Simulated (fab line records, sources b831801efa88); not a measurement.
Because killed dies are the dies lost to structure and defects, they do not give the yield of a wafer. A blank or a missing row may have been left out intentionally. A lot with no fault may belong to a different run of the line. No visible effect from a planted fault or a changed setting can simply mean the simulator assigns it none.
Which tool did it?	flow gf180mcu	36 wafers from 12 lots sampled at 5 of the route's 602 steps

== WHAT THE GAUGES SHOWED, per wafer ==
GF_VT_IMPLANT_TW_MEAS_43. Usual: VT_IMPLANT_4_TW gives 692 (standard deviation 6.5).
lot	measured	on	VT_IMPLANT_4_TW	flag
L409	day 7 12:17	film metro-04	685 688 691	
L411	day 8 02:01	film metro-04	688 688 686	
L412	day 8 06:26	film metro-02	694 695 700	
L414	day 8 23:59	film metro-04	857 860 857 861 862 860	OFF
L415	day 9 03:44	film metro-04	693 692 692	
L416	day 9 11:31	film metro-02	699 703 701	
L423	day 11 13:25	film metro-04	864 858 862 856 862 862	OFF
L425	day 12 01:40	film metro-04	692 693 692	
L426	day 12 07:04	film metro-02	698 695 691	
L427	day 12 13:46	film metro-03	684 680 680	
L428	day 12 21:59	film metro-03	686 683 680	
L431	day 13 16:19	film metro-02	693 696 696	

GF_V1_CD_MEAS_14: target cd 260 nm. Usual: cd nm at 259.7 nm, with a standard deviation of 1.3.
lot	measured	on	cd nm (nm)	flag
L409	day 18 00:30	cd sem-01	260.7 260.7 258.2	
L411	day 18 19:50	cd sem-01	259.5 260.6 260.2	
L412	day 19 08:44	cd sem-01	260.4 260.4 261.3	
L414	day 20 02:03	cd sem-02	258.6 257.9 258.9	
L415	day 20 07:38	cd sem-02	257.4 257.2 258.9	
L416	day 20 18:13	cd sem-01	260.5 259.3 260.4	
L423	day 23 09:55	cd sem-02	258.0 257.4 258.5	
L425	day 24 03:23	cd sem-01	262.3 261.9 261.9	
L426	day 24 06:34	cd sem-02	259.9 260.2 260.3	
L427	day 24 10:50	cd sem-02	258.1 258.7 258.2	
L428	day 24 20:51	cd sem-01	259.3 260.5 260.7	
L431	day 25 18:19	cd sem-01	260.0 261.4 260.2	

== WHICH TOOL RAN EACH LOT (tool, then ch and the chambers of the sampled wafers, then the start) ==
lot	GF_VT_IMPLANT_IMPLANT_41	GF_HV_LDD_STRIP_37	GF_CONTACT_CMP_27
L409	implanter-04 ch 0, day 7 12:02	plasma asher-01 ch 0,1, day 11 13:59	cmp-02 ch 0,3, day 16 00:51
L411	implanter-04 ch 0, day 8 01:46	plasma asher-04 ch 0,1, day 12 02:04	cmp-02 ch 0,2,3, day 16 20:33
L412	implanter-02 ch 0, day 8 06:13	plasma asher-01 ch 0, day 12 14:10	cmp-02 ch 2,3, day 17 08:54
L414	implanter-04 ch 0, day 8 23:25	plasma asher-04 ch 0,1, day 13 06:01	cmp-02 ch 0,2,3, day 18 01:28
L415	implanter-01 ch 0, day 9 03:29	plasma asher-02 ch 0,1, day 13 09:14	cmp-01 ch 2,3, day 18 05:49
L416	implanter-01 ch 0, day 9 11:16	plasma asher-01 ch 0,1, day 13 18:46	cmp-02 ch 0,2,3, day 18 15:59
L423	implanter-02 ch 0, day 11 12:50	plasma asher-04 ch 0,1, day 16 04:13	cmp-02 ch 1,2,3, day 21 09:47
L425	implanter-01 ch 0, day 12 01:25	plasma asher-04 ch 0,1, day 16 23:21	cmp-01 ch 2,3, day 22 03:40
L426	implanter-04 ch 0, day 12 06:50	plasma asher-04 ch 0,1, day 17 02:18	cmp-01 ch 1,3, day 22 08:01
L427	implanter-02 ch 0, day 12 13:32	plasma asher-01 ch 0,1, day 17 08:43	cmp-01 ch 0,2, day 22 11:34
L428	implanter-04 ch 0, day 12 21:44	plasma asher-02 ch 0,1, day 17 18:19	cmp-02 ch 0,1,3, day 22 22:25
L431	implanter-04 ch 0, day 13 16:07	plasma asher-04 ch 0,1, day 18 16:53	cmp-02 ch 0,3, day 23 21:20
- GF_VT_IMPLANT_IMPLANT_41
- GF_HV_LDD_STRIP_37: strips in O2/N2.
- GF_CONTACT_CMP_27: polishes, stops on SiO2, t overpolish 15 s, target thk 0 nm.

== AS READ BY THE TOOLS THEMSELVES (means over the sampled wafers that have a number; for cases with no such wafer, the mark the record gives instead) ==
GF_VT_IMPLANT_IMPLANT_41. Usual: tilt deg 7.000 degrees, standard deviation 0.019.
lot	tool	tilt deg (degrees)	flag
L409	implanter-04	7.008	
L411	implanter-04	6.987	
L412	implanter-02	7.006	
L414	implanter-04	7.021	
L415	implanter-01	6.987	
L416	implanter-01	7.004	
L423	implanter-02	6.990	
L425	implanter-01	7.018	
L426	implanter-04	7.004	
L427	implanter-02	7.008	
L428	implanter-04	7.038	
L431	implanter-04	7.003	

GF_HV_LDD_STRIP_37. Usual: drypump motor current A 5.3 A, standard deviation 0.46; heater power w 310 W, standard deviation 44; oes product au 0.716 a.u., standard deviation 0.0046; platen temp c 250.00 C, standard deviation 0.18; strip time to endpoint s 12.620 s, standard deviation 0.028.
lot	tool	drypump motor current A (A)	heater power w (W)	oes product au (a.u.)	platen temp c (C)	strip time to endpoint s (s)	flag
L409	plasma asher-01	5.1	276	0.716	250.14	12.618	
L411	plasma asher-04	4.9	306	0.716	249.87	12.630	
L412	plasma asher-01	5.6	284	0.718	249.93	12.612	
L414	plasma asher-04	4.9	305	0.718	249.88	12.614	
L415	plasma asher-02	5.7	358	0.715	249.95	12.561	
L416	plasma asher-01	5.1	272	0.711	250.04	12.608	
L423	plasma asher-04	4.9	303	0.717	249.91	12.644	
L425	plasma asher-04	5.0	308	0.717	250.21	12.612	
L426	plasma asher-04	5.1	327	0.715	250.03	12.640	
L427	plasma asher-01	5.1	274	0.713	249.88	12.613	
L428	plasma asher-02	5.7	361	0.714	249.94	12.623	
L431	plasma asher-04	4.9	302	0.721	250.07	12.632	

GF_CONTACT_CMP_27. Usual: motor current A 10.9 A, standard deviation 0.65; overpolish run s 14.999 s, standard deviation 0.0092; slurry flow ml min 150.0, standard deviation 0.45; time to endpoint s 75 s, standard deviation 3.
lot	tool	motor current A (A)	overpolish run s (s)	slurry flow ml min	time to endpoint s (s)	flag
L409	cmp-02	11.5	15.000	150.0	74	
L411	cmp-02	11.2	15.001	149.9	78	
L412	cmp-02	11.0	15.002	150.3	76	
L414	cmp-02	10.7	14.992	149.9	73	
L415	cmp-01	10.5	15.004	150.0	74	
L416	cmp-02	11.0	14.991	150.0	74	
L423	cmp-02	10.9	15.005	150.0	76	
L425	cmp-01	10.1	15.002	150.2	75	
L426	cmp-01	10.5	15.001	149.6	76	
L427	cmp-01	11.5	14.996	149.6	75	
L428	cmp-02	11.2	14.997	149.7	78	
L431	cmp-02	11.4	15.007	150.6	76	

== THE ANSWER, worked out from the rows above alone ==
Rule: a lot counts as off when the mean over its wafers that have a number is more than 3 standard deviations away from the usual mean. A lot without any number at a reading at which 4 lots or more have one is off too. All remaining lots with rows at the step are treated as sound. After the gauges, taken in route order, come the tools' own readings; for these a lot's mean is taken, as printed above. The first step at which some lot is off is used, and at that step the reading that is off furthest; a lot without a number counts as furthest.
Off: L414, L423, seen at GF_VT_IMPLANT_TW_MEAS_43 (VT_IMPLANT_4_TW).
A tool fits if, at a process step before that reading, it ran every lot that is off, and no sound lot after the first of them. Those tools and the gauges at GF_VT_IMPLANT_TW_MEAS_43 are tried in the same way. None of those tried fits.

== WHAT THE SIMULATOR HAD INSERTED ==
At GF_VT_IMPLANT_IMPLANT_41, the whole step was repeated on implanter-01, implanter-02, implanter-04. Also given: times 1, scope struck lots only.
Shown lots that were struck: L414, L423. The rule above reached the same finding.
